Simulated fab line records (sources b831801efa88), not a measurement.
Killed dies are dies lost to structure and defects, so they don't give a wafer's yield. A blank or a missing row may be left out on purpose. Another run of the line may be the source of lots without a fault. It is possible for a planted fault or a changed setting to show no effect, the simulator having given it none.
Chamber matching | flow gf180mcu | GF_V3_CMP_26 on cmp-01: 4 sister chambers
The step polishes, stops on SiO2, t overpolish 15.76 s, target thk 0 nm. 8 wafers are shown with their chamber, then 8 later ones without.

WAFERS, EACH WITH ITS CHAMBER
wafer  | chamber | motorCurrentA (A) | timeToEndpointS (s)
L296.5 | 3       | 10.0              | 84
L297.2 | 3       | 9.4               | 85
L297.5 | 2       | 11.3              | 86
L297.6 | 1       | 10.2              | 86
L305.1 | 0       | 12.2              | 84
L305.2 | 2       | 11.6              | 84
L305.6 | 0       | 11.5              | 82
L304.1 | 1       | 10.4              | 88

WAFERS WITH NO CHAMBER GIVEN
wafer  | motorCurrentA (A) | timeToEndpointS (s)
L304.2 | 11.9              | 88
L304.4 | 11.6              | 87
L307.2 | 11.8              | 84
L307.3 | 10.0              | 84
L307.4 | 10.6              | 83
L310.3 | 11.9              | 82
L310.4 | 11.3              | 86
L310.5 | 10.1              | 87

WHICH CHAMBER EACH WENT THROUGH
wafer  | from the rows above               | in truth
L304.2 | can't be placed: 2 or 0 or 1      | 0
L304.4 | can't be placed: 2 or 0           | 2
L307.2 | can't be placed: 0 or 2           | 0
L307.3 | can't be placed: 3 or 1           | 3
L307.4 | can't be placed: 3 or 2 or 1 or 0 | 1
L310.3 | can't be placed: 0 or 2           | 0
L310.4 | can't be placed: 2 or 0           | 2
L310.5 | can't be placed: 1 or 3           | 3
Correctly placed: 0 of 8. Not placeable from these rows: 8 (in 8, the candidates include the true chamber). Number placed wrongly: 0.
How it was worked out, from the rows above alone: a wafer's distance from a chamber is the root of the sum, over the readings, of the square of ((its reading less the chamber's mean) divided by the reading's scatter). The wafer belongs to the nearest chamber; if the next one is less than 2 further off, it can't be placed. For every chamber, the mean is computed from those of its wafers that are shown. How the scatter is found: for the shown wafers, subtract from each reading the mean of its chamber, square and add these, divide the total by (wafers less chambers), then take the root.
